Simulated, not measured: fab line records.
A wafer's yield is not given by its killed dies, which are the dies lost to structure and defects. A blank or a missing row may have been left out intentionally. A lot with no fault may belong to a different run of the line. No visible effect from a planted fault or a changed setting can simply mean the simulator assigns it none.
A struck lot beside a sound one :: flow sfqLine :: 13 out of 325 route steps
Sound: wafers L694.3, L694.4, L694.6. Struck: wafer L710.3. (L710.2, L710.4 of the same lot were not struck and are left out.) The cause comes at the end.
At each step with rows: each side's tool, then ch and its chambers, then its first start. Under that, the readings that differ: sound wafers :: struck wafers :: difference of the means :: sigmas: that difference in standard deviations of wafers without a fault.
alike: same words and numbers on both sides, and readings whose means sit less than 2 such deviations apart. not compared: any withheld reading, any reading some wafer has no value for, any bound like >300 that may hide the same value, and any number with overlapping values for which the record gives no deviation.
A row with sigmas, a row that says differs or no value, or rows on one side alone: a step with any of these is where the two part. Non-overlapping numbers with no deviation appear without sigmas and do not part them. A reading that every wafer of one side lacks parts them only if that side has two wafers or more.

first, 1 step without rows for these wafers: SFQ_TRILAYER_M3_DEP_PRE_CLEAN_074 (time 22.5 s).
SFQ_TRILAYER_M3_DEP_SPUTTER_073: material Nb, target thk 200 nm, time 133.3 s.
  sound on pvdSputter-06, day 44 23:04; struck on pvdSputter-03, day 48 04:02
  alike: substrateTempC, throttleValvePct
SFQ_M3_RS_MEAS_919: the measuring method here is four-point-probe.
  sound on filmMetro-03, day 44 23:11; struck on filmMetro-03, day 48 04:09
  alike: M3_NB_RS
then, 6 steps without rows for these wafers: SFQ_TRILAYER_M3_LITHO_COAT_080 (resist thk 62 nm); SFQ_TRILAYER_M3_LITHO_COAT_075 (resist thk 600 nm); SFQ_TRILAYER_M3_LITHO_SOFTBAKE_079; SFQ_TRILAYER_M3_LITHO_EXPOSE_076 (exposes mask M3, target cd 500 nm); SFQ_TRILAYER_M3_LITHO_PEB_078 (peb time 60 s); SFQ_TRILAYER_M3_LITHO_DEVELOP_077 (time 60 s).
-- the record jumps here: 5 days lie between the struck wafers' starts before and after --
SFQ_M3_OVL_MEAS_921:
  sound on overlay-01, day 45 01:36; struck on overlay-01, day 52 17:48
  alike: M3_OVL
SFQ_TRILAYER_M3_BARC_OPEN_METAL_ETCH_100: etches BARC in O2, target depth 125 nm, time 41.7 s.
  sound on rieMetal-04 ch 0,1, day 45 01:38; struck on rieMetal-03 ch 1, day 52 17:50
  alike: biasW, drypumpMotorCurrentA, oesProductAu
  not compared: rfHoursCounterH
SFQ_TRILAYER_M3_ETCH_METAL_ETCH_078: etches Nb in Cl2/Ar, stops on SiO2, target depth 240 nm, time 120 s.
  sound on rieMetal-04 ch 0,1, day 45 01:43; struck on rieMetal-03 ch 1, day 52 17:53
reading: oesProductAu (a.u.)
sound: 0.904 0.897 0.901
struck: 0.879
difference: -0.022
sigmas: -3

reading: model.KrF_of_TRILAYER_M3_LITHO_COAT_075.thkNm (nm)
sound: 382.9 381.5 382.6
struck: 405
difference: +23
sigmas: 
  alike: biasW, drypumpMotorCurrentA
  not compared: rfHoursCounterH
SFQ_TRILAYER_M3_STRIP_STRIP_079: strips in O2.
  sound on rieMetal-04 ch 0,1, day 45 02:01; struck on rieMetal-03 ch 1, day 52 18:01
  alike: drypumpMotorCurrentA, oesProductAu
  not compared: rfHoursCounterH

WHERE THEY PART
Only at SFQ_TRILAYER_M3_ETCH_METAL_ETCH_078, as far as this record shows. Later steps at which nothing parts them and some readings are alike: SFQ_TRILAYER_M3_STRIP_STRIP_079.

WHY: what had been put in by the simulator
rieMetal-03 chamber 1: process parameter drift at SFQ_TRILAYER_M3_ETCH_METAL_ETCH_078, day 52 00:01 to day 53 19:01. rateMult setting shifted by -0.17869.
